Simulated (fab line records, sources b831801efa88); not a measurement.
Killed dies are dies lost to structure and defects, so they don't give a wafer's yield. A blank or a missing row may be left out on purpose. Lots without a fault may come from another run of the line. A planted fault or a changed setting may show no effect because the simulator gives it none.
fab line records | flow sfq_line
record lots=7 wafers=21 last_day=80
route steps=325 shown L0V@17 M0@28 I0@43 M1@58 M8@325
lots that met no fault: from a run of the same line without faults
start_h: hours from the record's first day to the start of the lot's first wafer shown | wait_h: hours since the lot's step before | " the same as in the row above | L1.1+2: a row that stands for several wafers | - no value, or no start given | * or withheld: withheld | < > ~ a bound
route shown NAME@n: a module of which the file shows steps, and the number in the route of the first | usual: mean/standard deviation of fault-free wafers | same: alike in all rows | chamber/n: place in a boat | sites: the reading at each site | _std_site: their standard deviation | _edge_site: outer sites' mean less inner sites' | radius_mm: how far each site lies from the wafer's centre | mask NAME#n: copy n | behind: the tool/chamber that last shaped the wafer | hold: why the lot was held/for how many hours/how that ended | device: the transistor (n, p or np) that didn't switch | end of line: the same wafers' tests at the end of the route | a step without rows: its recipe alone | killed: dies lost to structure and defects at the first sort, not the wafer's yield | map: a wafer's dies, x killed, . not, _ none there
set.NAME: the setting as run; set.NAME@STEP: as run at that earlier step | model.NAME: the simulator's own value behind a step, which no gauge read
lots at some steps of the route; a table a step, a row a wafer
services: from which hour (start_h, from the record's first day; less than 0 if before it) a tool's chamber was out of use, for how many hours, and why
## steps
# step SFQ_TRILAYER_L0_VIA_LITHO_COAT_018
# recipe resist=BARC spin_rpm=3000 resist_thk_nm=62
# step SFQ_TRILAYER_L0_VIA_LITHO_COAT_013
# recipe resist=KrF spin_rpm=3000 resist_thk_nm=650
# step SFQ_TRILAYER_L0_VIA_LITHO_SOFTBAKE_017
# recipe temp_c=withheld time_s=withheld resist=KrF
# step SFQ_TRILAYER_L0_VIA_LITHO_EXPOSE_014
# recipe mask_id=L0V na=0.6 source_shape=conventional sigma_outer=0.65 target_cd_nm=700 dose_mj=21.3
# step SFQ_TRILAYER_L0_VIA_LITHO_PEB_016
# recipe peb_temp_c=115 peb_time_s=60 resist=KrF
# step SFQ_TRILAYER_L0_VIA_LITHO_DEVELOP_015
# recipe time_s=60 resist=KrF
# step SFQ_L0V_OVL_MEAS_903
# usual L0V_OVL=-2/4.8
# columns lot.wafer tool chamber start_h wait_h L0V_OVL[nm]
L982.1 overlay-01 - 128.01 0.1 2
L982.2 " - " " 3
L982.3 " - " " 6
L984.1 overlay-01 - 135.32 0.1 -8
L984.2 " - " " -2
L984.4 " - " " -10
L985.3 overlay-01 - 143.73 0.1 -5
L985.4 " - " " 0
L985.6 " - " " -1
L986.1 overlay-01 - 148.51 0.1 -3
L986.4 " - " " -4
L986.5 " - " " -12
L988.1 overlay-01 - 156.91 0.1 2
L988.3 " - " " -3
L988.4 " - " " -7
L995.1 overlay-01 - 203.54 0.1 1
L995.3 " - " " 1
L995.5 " - " " 2
L996.1 overlay-01 - 209.54 0.1 -14
L996.2 " - " " -12
L996.5 " - " " -7
# step SFQ_TRILAYER_L0_VIA_BARC_OPEN_VIA_ETCH_021
# recipe mask_material=PR chemistry=O2 target_depth_nm=125 target=BARC source_w=500 bias_w=83.06 pressure_mtorr=30 time_s=41.7
# step SFQ_TRILAYER_L0_VIA_ETCH_VIA_ETCH_016
# recipe target=SiO2 stop_on=MoNx_KI mask_material=PR chemistry=CHF3 target_depth_nm=80 source_w=500 bias_w=80 pressure_mtorr=30 time_s=withheld
# step SFQ_TRILAYER_L0_VIA_STRIP_STRIP_017
# recipe gas=O2 power_w=200 platen_temp_c=40 overash_fraction=0.65 chemistry=O2 pressure_mtorr=50
# usual drypump_motor_current_A=5.67/0.29 he_backside_leak_sccm=3.48/0.23 oes_product_au=1.002/0.0079
# columns lot.wafer tool chamber start_h wait_h drypump_motor_current_A he_backside_leak_sccm oes_product_au rf_hours_counter_h
L982.1 rie_metal-03 0 128.14 - 5.51 3.87 1.010 119
L982.2 " 1 " " 5.31 3.26 1.017 45
L982.3 " 0 " " 5.49 3.83 1.006 -
L984.1 rie_metal-01 0 135.44 - 5.91 3.87 0.995 161
L984.2 " 1 " " 5.46 3.04 0.990 119
L984.4 " 1 " " 5.46 3.42 0.993 -
L985.3 rie_metal-03 0 144.04 - 5.50 3.90 1.000 -
L985.4 " 1 " " 5.29 3.35 1.002 -
L985.6 " 0 " " 5.51 3.88 0.997 -
L986.1 rie_metal-03 0 148.64 - 5.49 3.80 1.014 123
L986.4 " 1 " " 5.26 3.32 1.013 -
L986.5 " 1 " " 5.30 3.25 1.023 -
L988.1 rie_metal-01 1 157.04 - 5.46 3.42 0.994 123
L988.3 " 1 " " 5.47 3.49 0.995 -
L988.4 " 0 " " 5.91 3.81 1.002 -
L995.1 rie_metal-04 1 203.66 - 5.64 3.40 0.999 196
L995.3 " 0 " " 6.13 3.28 1.012 -
L995.5 " 0 " " 6.11 3.25 1.001 -
L996.1 rie_metal-01 0 209.66 - 5.91 3.63 0.985 177
L996.2 " 1 " " 5.46 3.23 0.990 131
L996.5 " 0 " " 5.92 3.79 0.991 -
# step SFQ_TRILAYER_L0_VIA_STRIP_SOLV_CLEAN_018
# recipe chemistry=NMP temp_c=70 time_s=600
# step SFQ_TRILAYER_M0_DEP_PRE_CLEAN_020
# recipe gas=Ar time_s=15 bias_v=250
# step SFQ_TRILAYER_M0_DEP_SPUTTER_019
# recipe material=Nb base_pressure_pa=1.33e-06 chamber_pressure_pa=0.1333 substrate_temp_c=20 resputter_cathode_voltage_v=400 target_thk_nm=200 power_w=2000 time_s=133.3
# usual throttle_valve_pct=30.5/1.1
# columns lot.wafer tool chamber start_h wait_h throttle_valve_pct model.Nb_of_TRILAYER_M0_DEP_SPUTTER_019.thk_nm
L982.1 pvd_sputter-06 - 129.11 0.0 29.0 198.1
L982.2 " - " " 29.8 196.5
L982.3 " - " " 30.7 197.2
L984.1 pvd_sputter-06 - 136.24 0.0 30.6 238
L984.2 " - " " 28.9 236.6
L984.4 " - " " 29.7 237.7
L985.3 pvd_sputter-06 - 144.66 0.0 29.2 238.8
L985.4 " - " " 30.8 236.6
L985.6 " - " " 30.9 236.2
L986.1 pvd_sputter-06 - 149.45 0.0 32.3 240.2
L986.4 " - " " 29.0 241.5
L986.5 " - " " 29.8 239.9
L988.1 pvd_sputter-04 - 157.84 0.0 33.3 199.2
L988.3 " - " " 30.5 197.4
L988.4 " - " " 30.4 198.7
L995.1 pvd_sputter-05 - 204.48 0.0 29.5 197
L995.3 " - " " 29.7 198
L995.5 " - " " 31.3 198.2
L996.1 pvd_sputter-04 - 210.46 0.0 33.3 200.4
L996.2 " - " " 30.4 200.5
L996.5 " - " " 33.2 202.3
# step SFQ_M0_RS_MEAS_904
# recipe thk_meas_gauge=four-point-probe reads=Nb_of_TRILAYER_M0_DEP_SPUTTER_019
# usual M0_NB_RS=0.891/0.007
# columns lot.wafer tool chamber start_h wait_h hold M0_NB_RS[ohm/sq]
L982.1 film_metro-04 - 129.20 0.0 - 0.898
L982.2 " - " " - 0.907
L982.3 " - " " - 0.903
L984.1 film_metro-03 - 136.33 0.0 await_dispo/0.2h/release 0.747
L984.2 " - " " await_dispo/0.2h/release 0.750
L984.4 " - " " await_dispo/0.2h/release 0.746
L984.1 film_metro-03 - 136.62 0.3 - 0.745
L984.2 " - " " - 0.751
L984.4 " - " " - 0.747
L985.3 film_metro-02 - 144.79 0.1 await_dispo/0.2h/release 0.745
L985.4 " - " " await_dispo/0.2h/release 0.751
L985.6 " - " " await_dispo/0.2h/release 0.752
L985.3 film_metro-02 - 145.07 0.3 - 0.744
L985.4 " - " " - 0.751
L985.6 " - " " - 0.753
L986.1 film_metro-03 - 149.54 0.0 await_dispo/0.2h/release 0.740
L986.4 " - " " await_dispo/0.2h/release 0.737
L986.5 " - " " await_dispo/0.2h/release 0.740
L986.1 film_metro-03 - 149.83 0.3 - 0.741
L986.4 " - " " - 0.736
L986.5 " - " " - 0.741
L988.1 film_metro-03 - 157.93 0.0 - 0.893
L988.3 " - " " - 0.902
L988.4 " - " " - 0.895
L995.1 film_metro-04 - 204.57 0.0 - 0.904
L995.3 " - " " - 0.899
L995.5 " - " " - 0.899
L996.1 film_metro-02 - 210.55 0.0 - 0.889
L996.2 " - " " - 0.888
L996.5 " - " " - 0.881
# step SFQ_TRILAYER_M0_LITHO_COAT_021
# recipe resist=KrF spin_rpm=3000 resist_thk_nm=600
# step SFQ_TRILAYER_M0_LITHO_SOFTBAKE_025
# recipe temp_c=withheld time_s=withheld resist=KrF
# step SFQ_TRILAYER_M0_LITHO_EXPOSE_022
# recipe mask_id=M0 na=0.6 source_shape=conventional sigma_outer=0.65 target_cd_nm=500 dose_mj=14.4
# step SFQ_TRILAYER_M0_LITHO_PEB_024
# recipe peb_temp_c=115 peb_time_s=60 resist=KrF
# step SFQ_TRILAYER_M0_LITHO_DEVELOP_023
# recipe time_s=60 resist=KrF
# step SFQ_M0_OVL_MEAS_906
# usual M0_OVL=1/4.8
# columns lot.wafer tool chamber start_h wait_h M0_OVL[nm]
L982.1 overlay-02 - 178.52 0.1 -6
L982.2 " - " " -3
L982.3 " - " " -5
L984.1 overlay-01 - 186.74 0.1 -3
L984.2 " - " " -2
L984.4 " - " " -2
L985.3 overlay-02 - 197.55 0.1 -1
L985.4 " - " " -4
L985.6 " - " " 1
L986.1 overlay-02 - 201.14 0.1 -1
L986.4 " - " " -5
L986.5 " - " " 0
L988.1 overlay-01 - 211.94 0.1 -3
L988.3 " - " " -3
L988.4 " - " " -3
L995.1 overlay-02 - 260.69 0.1 7
L995.3 " - " " 5
L995.5 " - " " 7
L996.1 overlay-02 - 266.69 0.1 6
L996.2 " - " " 7
L996.5 " - " " 6
# step SFQ_TRILAYER_M0_BARC_OPEN_METAL_ETCH_031
# recipe mask_material=PR chemistry=O2 target_depth_nm=125 target=BARC icp_w=600 bias_w=80 pressure_mtorr=10 time_s=41.7
# step SFQ_TRILAYER_M0_ETCH_METAL_ETCH_024
# recipe target=Nb stop_on=SiO2 mask_material=PR chemistry=Cl2/Ar target_depth_nm=240 icp_w=600 bias_w=80 pressure_mtorr=10 time_s=120
# usual drypump_motor_current_A=5.6/0.46 he_backside_leak_sccm=3.46/0.22 oes_product_au=0.894/0.0058
# columns lot.wafer tool chamber start_h wait_h drypump_motor_current_A he_backside_leak_sccm oes_product_au rf_hours_counter_h
L982.1 rie_metal-02 0 178.61 0.0 4.7 3.47 0.885 189
L982.2 " 1 " " 5.4 3.88 0.887 184
L982.3 " 1 " " 5.4 3.60 0.889 -
L984.1 rie_metal-02 0 186.83 0.0 4.7 3.31 0.981 190
L984.2 " 1 " " 5.4 3.66 0.987 185
L984.4 " 1 " " 5.4 3.65 0.978 -
L985.3 rie_metal-02 0 197.68 0.1 4.7 3.52 0.989 -
L985.4 " 1 " " 5.4 3.74 0.990 -
L985.6 " 0 " " 4.7 3.50 0.980 -
L986.1 rie_metal-02 1 201.23 0.0 5.4 3.52 0.987 189
L986.4 " 1 " " 5.4 3.54 0.988 -
L986.5 " 0 " " 4.7 3.59 0.993 -
L988.1 rie_metal-01 1 212.03 0.0 5.5 3.45 0.895 131
L988.3 " 1 " " 5.5 3.49 0.888 -
L988.4 " 0 " " 5.9 3.68 0.890 -
L995.1 rie_metal-04 0 260.80 0.1 6.1 3.32 0.890 36
L995.3 " 0 " " 6.1 3.38 0.892 -
L995.5 " 0 " " 6.1 3.29 0.893 -
L996.1 rie_metal-01 0 266.78 0.0 5.9 3.75 0.890 189
L996.2 " 1 " " 5.5 3.25 0.900 143
L996.5 " 0 " " 5.9 3.74 0.902 -
# step SFQ_TRILAYER_M0_STRIP_STRIP_025
# recipe gas=O2 power_w=200 platen_temp_c=40 overash_fraction=0.65 chemistry=O2 pressure_mtorr=50
# usual drypump_motor_current_A=5.6/0.46 he_backside_leak_sccm=3.48/0.22 oes_product_au=0.999/0.0077
# columns lot.wafer tool chamber start_h wait_h drypump_motor_current_A he_backside_leak_sccm oes_product_au rf_hours_counter_h
L982.1 rie_metal-02 0 178.74 0.1 4.7 3.21 0.993 189
L982.2 " 1 " " 5.4 3.69 0.991 184
L982.3 " 1 " " 5.4 3.63 0.997 -
L984.1 rie_metal-02 0 186.96 0.1 4.7 3.47 0.998 190
L984.2 " 1 " " 5.4 3.61 1.002 186
L984.4 " 1 " " 5.4 3.70 0.997 -
L985.3 rie_metal-02 0 197.96 0.2 4.7 3.39 0.995 -
L985.4 " 1 " " 5.4 3.74 0.997 -
L985.6 " 0 " " 4.7 3.54 0.997 -
L986.1 rie_metal-02 1 201.36 0.1 5.4 3.65 0.996 189
L986.4 " 1 " " 5.4 3.59 0.993 -
L986.5 " 0 " " 4.7 3.65 0.992 -
L988.1 rie_metal-01 1 212.16 0.1 5.5 3.42 0.997 132
L988.3 " 1 " " 5.5 3.59 0.989 -
L988.4 " 0 " " 5.9 3.45 0.997 -
L995.1 rie_metal-04 0 260.97 0.1 6.1 3.37 0.999 36
L995.3 " 0 " " 6.1 3.45 1.000 -
L995.5 " 0 " " 6.1 3.43 1.009 -
L996.1 rie_metal-01 0 266.91 0.1 5.9 3.57 1.002 189
L996.2 " 1 " " 5.5 3.29 0.988 143
L996.5 " 0 " " 5.9 3.79 0.996 -
# step SFQ_TRILAYER_M0_STRIP_SOLV_CLEAN_026
# recipe chemistry=NMP temp_c=70 time_s=600
# step SFQ_TRILAYER_I0_DEP_PECVD_027
# recipe material=SiO2 temp_c=150 time_s=111.11 pressure_torr=2.4 rf_w=183.3 precursor=SiH4/N2O target_thk_nm=500
# step SFQ_TRILAYER_I0_CMP_CMP_028
# recipe material=SiO2 down_force_psi=3 platen_rpm=60 pad_velocity_m_s=0.94248
# step SFQ_I0_BOW_MEAS_907
# recipe mode=bow
# usual I0_BOW=2/8.2
# columns lot.wafer tool chamber start_h wait_h I0_BOW[um]
L982.1 film_metro-03 - 182.89 1.0 7
L982.2 " - " " -8
L982.3 " - " " -4
L984.1 film_metro-03 - 192.21 1.0 -5
L984.2 " - " " -10
L984.4 " - " " -6
L985.3 film_metro-02 - 202.09 2.5 -13
L985.4 " - " " -9
L985.6 " - " " -12
L986.1 film_metro-02 - 207.83 2.0 8
L986.4 " - " " 0
L986.5 " - " " -4
L988.1 film_metro-02 - 223.45 2.5 25
L988.3 " - " " 7
L988.4 " - " " 10
L995.1 film_metro-01 - 275.02 2.0 4
L995.3 " - " " 9
L995.5 " - " " 13
L996.1 film_metro-03 - 283.29 1.0 0
L996.2 " - " " -4
L996.5 " - " " -21
# step SFQ_TRILAYER_I0_METRO_MEASURE_029
# step SFQ_TRILAYER_I0_VIA_LITHO_COAT_036
# recipe resist=BARC spin_rpm=3000 resist_thk_nm=60.99
# step SFQ_TRILAYER_I0_VIA_LITHO_COAT_031
# recipe resist=KrF spin_rpm=3000 resist_thk_nm=650
# step SFQ_TRILAYER_I0_VIA_LITHO_SOFTBAKE_035
# recipe temp_c=withheld time_s=withheld resist=KrF
# step SFQ_TRILAYER_I0_VIA_LITHO_EXPOSE_032
# recipe mask_id=I0 na=0.6 source_shape=conventional sigma_outer=0.65 target_cd_nm=500 dose_mj=21.3
# step SFQ_TRILAYER_I0_VIA_LITHO_PEB_034
# recipe peb_temp_c=115 peb_time_s=60 resist=KrF
# step SFQ_TRILAYER_I0_VIA_LITHO_DEVELOP_033
# recipe time_s=60 resist=KrF
# step SFQ_I0_OVL_MEAS_908
# usual I0_OVL=-2/5.5
# columns lot.wafer tool chamber start_h wait_h I0_OVL[nm]
L982.1 overlay-01 - 239.54 0.1 3
L982.2 " - " " 3
L982.3 " - " " 4
L984.1 overlay-02 - 249.14 0.1 -8
L984.2 " - " " -8
L984.4 " - " " -7
L985.3 overlay-02 - 258.30 0.1 -4
L985.4 " - " " -8
L985.6 " - " " 4
L986.1 overlay-01 - 263.09 0.1 -8
L986.4 " - " " -9
L986.5 " - " " -11
L988.1 overlay-02 - 278.69 0.1 4
L988.3 " - " " 8
L988.4 " - " " -3
L995.1 overlay-01 - 336.61 0.1 -5
L995.3 " - " " -1
L995.5 " - " " -5
L996.1 overlay-02 - 346.21 0.1 -3
L996.2 " - " " -9
L996.5 " - " " 3
# step SFQ_TRILAYER_I0_VIA_BARC_OPEN_VIA_ETCH_046
# recipe mask_material=PR chemistry=O2 target_depth_nm=125 target=BARC source_w=518.8 bias_w=80 pressure_mtorr=30 time_s=41.7
# usual drypump_motor_current_A=5.66/0.24 oes_product_au=0.680/0.0047
# columns lot.wafer tool chamber start_h wait_h drypump_motor_current_A oes_product_au rf_hours_counter_h
L982.1 rie_diel-03 2 239.57 0.0 5.76 0.685 52
L982.2 " 3 " " 5.82 0.681 4
L982.3 " 0 " " 5.44 0.682 58
L984.1 rie_diel-01 2 249.17 0.0 5.80 0.673 4
L984.2 " 1 " " 5.08 0.680 121
L984.4 " 0 " " 6.08 0.681 -
L985.3 rie_diel-03 1 258.32 0.0 5.64 0.677 62
L985.4 " 3 " " 5.82 0.683 4
L985.6 " 3 " " 5.79 0.681 -
L986.1 rie_diel-03 2 263.12 0.0 5.77 0.681 52
L986.4 " 0 " " 5.44 0.683 58
L986.5 " 2 " " 5.76 0.676 -
L988.1 rie_diel-03 1 278.72 0.0 5.61 0.684 63
L988.3 " 2 " " 5.76 0.685 53
L988.4 " 3 " " 5.79 0.677 4
L995.1 rie_diel-04 3 336.65 0.0 5.82 0.689 60
L995.3 " 1 " " 5.36 0.680 36
L995.5 " 2 " " 5.74 0.686 -
L996.1 rie_diel-01 2 346.25 0.0 5.81 0.676 6
L996.2 " 1 " " 5.08 0.684 124
L996.5 " 0 " " 6.08 0.684 -
# step SFQ_TRILAYER_I0_VIA_ETCH_VIA_ETCH_034
# recipe target=SiO2 stop_on=Nb mask_material=PR taper_deg=20 chemistry=CHF3 target_depth_nm=260 source_w=500 bias_w=80 pressure_mtorr=30 time_s=withheld
# usual drypump_motor_current_A=5.66/0.24 oes_product_au=0.854/0.0052
# columns lot.wafer tool chamber start_h wait_h drypump_motor_current_A oes_product_au
L982.1 rie_diel-03 2 239.61 0.0 5.76 0.859
L982.2 " 3 " " 5.80 0.864
L982.3 " 0 " " 5.45 0.862
L984.1 rie_diel-01 2 249.21 0.0 5.81 0.854
L984.2 " 1 " " 5.03 0.863
L984.4 " 0 " " 6.05 0.857
L985.3 rie_diel-03 1 258.36 0.0 5.63 0.846
L985.4 " 3 " " 5.82 0.861
L985.6 " 3 " " 5.81 0.858
L986.1 rie_diel-03 2 263.16 0.0 5.75 0.862
L986.4 " 0 " " 5.45 0.854
L986.5 " 2 " " 5.77 0.849
L988.1 rie_diel-03 1 278.76 0.0 5.64 0.863
L988.3 " 2 " " 5.75 0.857
L988.4 " 3 " " 5.79 0.863
L995.1 rie_diel-04 3 336.69 0.0 5.80 0.853
L995.3 " 1 " " 5.34 0.858
L995.5 " 2 " " 5.79 0.857
L996.1 rie_diel-01 2 346.29 0.0 5.79 0.851
L996.2 " 1 " " 5.03 0.857
L996.5 " 0 " " 6.08 0.855
# step SFQ_TRILAYER_I0_VIA_STRIP_STRIP_035
# recipe gas=O2 power_w=200 platen_temp_c=40 overash_fraction=0.65 chemistry=O2 pressure_mtorr=50
# usual drypump_motor_current_A=5.5/0.32 he_backside_leak_sccm=3.47/0.24 oes_product_au=0.999/0.0092
# columns lot.wafer tool chamber start_h wait_h drypump_motor_current_A he_backside_leak_sccm oes_product_au rf_hours_counter_h
L982.1 rie_metal-01 0 239.73 - 5.9 3.55 1.005 183
L982.2 " 1 " " 5.5 3.36 0.994 137
L982.3 " 1 " " 5.5 3.54 0.990 -
L984.1 rie_metal-01 1 249.33 - 5.5 3.44 0.995 139
L984.2 " 0 " " 5.9 3.66 1.002 185
L984.4 " 1 " " 5.5 3.31 0.995 -
L985.3 rie_metal-01 0 258.68 - 5.9 3.33 1.001 -
L985.4 " 1 " " 5.5 3.57 0.998 -
L985.6 " 1 " " 5.5 3.45 0.992 -
L986.1 rie_metal-01 0 263.28 - 5.9 3.36 1.004 188
L986.4 " 1 " " 5.5 3.44 0.999 -
L986.5 " 1 " " 5.5 3.63 0.996 -
L988.1 rie_metal-02 1 278.88 - 5.4 3.30 0.987 3
L988.3 " 1 " " 5.4 3.38 0.992 -
L988.4 " 0 " " 4.7 3.02 0.996 -
L995.1 rie_metal-01 0 336.80 - 5.9 3.50 1.002 3
L995.3 " 1 " " 5.5 3.48 0.988 -
L995.5 " 1 " " 5.5 3.51 0.982 -
L996.1 rie_metal-03 1 346.40 - 5.3 3.37 1.015 82
L996.2 " 0 " " 5.5 4.02 1.015 149
L996.5 " 0 " " 5.5 3.91 1.003 -
# step SFQ_TRILAYER_I0_VIA_STRIP_SOLV_CLEAN_036
# recipe chemistry=NMP temp_c=70 time_s=600
# step SFQ_TRILAYER_M1_DEP_PRE_CLEAN_038
# recipe gas=Ar time_s=22.5 bias_v=250
# step SFQ_M8_BOW_MEAS_951
# recipe mode=bow
# usual M8_BOW=9/12
# columns lot.wafer tool chamber start_h wait_h M8_BOW[um] model.etest.m0.ohm_um model.etest.i0.link_ohm model.etest.m0.ohm_sq
L982.1 film_metro-02 - 1795.47 0.0 2 1.792 1.981 0.8989
L982.2 " - " " -12 1.805 1.996 0.9061
L982.3 " - " " -8 1.796 1.99 0.9029
L984.1 film_metro-03 - 1800.24 0.0 -6 1.498 1.829 0.7482
L984.2 " - " " -13 1.505 1.833 0.7525
L984.4 " - " " -7 1.501 1.82 0.7491
L985.3 film_metro-02 - 1802.68 0.0 -5 1.488 1.855 0.7455
L985.4 " - " " -2 1.51 1.853 0.7525
L985.6 " - " " -5 1.511 1.846 0.754
L986.1 film_metro-01 - 1811.04 0.0 9 1.482 1.82 0.7414
L986.4 " - " " 0 1.478 1.805 0.7373
L986.5 " - " " -3 1.485 1.812 0.7421
L988.1 film_metro-01 - 1842.98 0.0 33 1.786 1.975 0.8937
L988.3 " - " " 15 1.806 1.99 0.902
L988.4 " - " " 18 1.792 1.985 0.8962
L995.1 film_metro-01 - 1902.29 0.0 17 1.806 1.962 0.904
L995.3 " - " " 19 1.804 1.952 0.8995
L995.5 " - " " 24 1.798 1.955 0.8986
L996.1 film_metro-01 - 1911.87 0.0 6 1.783 1.944 0.8887
L996.2 " - " " 3 1.776 1.945 0.888
L996.5 " - " " -12 1.758 1.944 0.8803
## services
# columns tool chamber start_h hours kind
rie_metal-01 1 110.05 3.4 repair
rie_diel-03 3 126.46 8.3 repair
rie_diel-03 0 133.02 3.4 repair
rie_metal-02 1 161.31 9.9 repair
rie_diel-01 1 162.20 5.0 repair
rie_metal-01 - 165.25 2.8 pm
rie_metal-03 0 176.64 8.9 repair
rie_diel-03 1 187.38 18.0 repair
rie_metal-01 1 193.21 11.8 repair
rie_metal-03 - 199.59 1.2 repair
rie_diel-01 1 199.88 13.0 repair
rie_diel-03 0 204.67 5.7 repair
rie_metal-03 - 227.05 0.3 repair
rie_diel-03 - 233.29 5.4 repair
pvd_sputter-06 - 237.68 9.5 repair
rie_diel-01 3 239.02 18.7 repair
rie_diel-03 1 241.84 4.4 repair
rie_metal-02 - 250.08 14.6 pm
rie_metal-03 0 259.94 22.7 repair
rie_metal-02 - 264.68 2.8 pm
rie_metal-03 - 276.41 28.1 pm
rie_diel-01 3 295.23 5.1 repair
rie_diel-03 0 345.74 8.5 repair
rie_metal-01 - 346.75 1.1 repair
## key
first_sign step=SFQ_M0_RS_MEAS_904 reading=visit direction=added
effect step=SFQ_M0_RS_MEAS_904 reading=M0_NB_RS direction=down sigmas=21 usual=0.891 struck=0.745
effect step=SFQ_TRILAYER_M0_ETCH_METAL_ETCH_024 reading=oes_product_au direction=up sigmas=16 usual=0.894 struck=0.986
model_effect step=SFQ_TRILAYER_M0_DEP_SPUTTER_019 value=Nb_of_TRILAYER_M0_DEP_SPUTTER_019.thk_nm without=199.5 struck=238.4
model_effect step=SFQ_M8_BOW_MEAS_951 value=etest.m0.ohm_um without=1.787 struck=1.495
met_at SFQ_TRILAYER_M0_DEP_SPUTTER_019
struck_wafers L984.1,L984.2,L984.4,L985.3,L985.4,L985.6,L986.1,L986.4,L986.5
onset_between 129.11 136.24
fault kind=process_parameter_drift tool=pvd_sputter-06 chamber=- onset_h=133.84 steps=SFQ_TRILAYER_M0_DEP_SPUTTER_019 channel=time_s offset=* shape=step end_h=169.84 acts_in=* stated=*
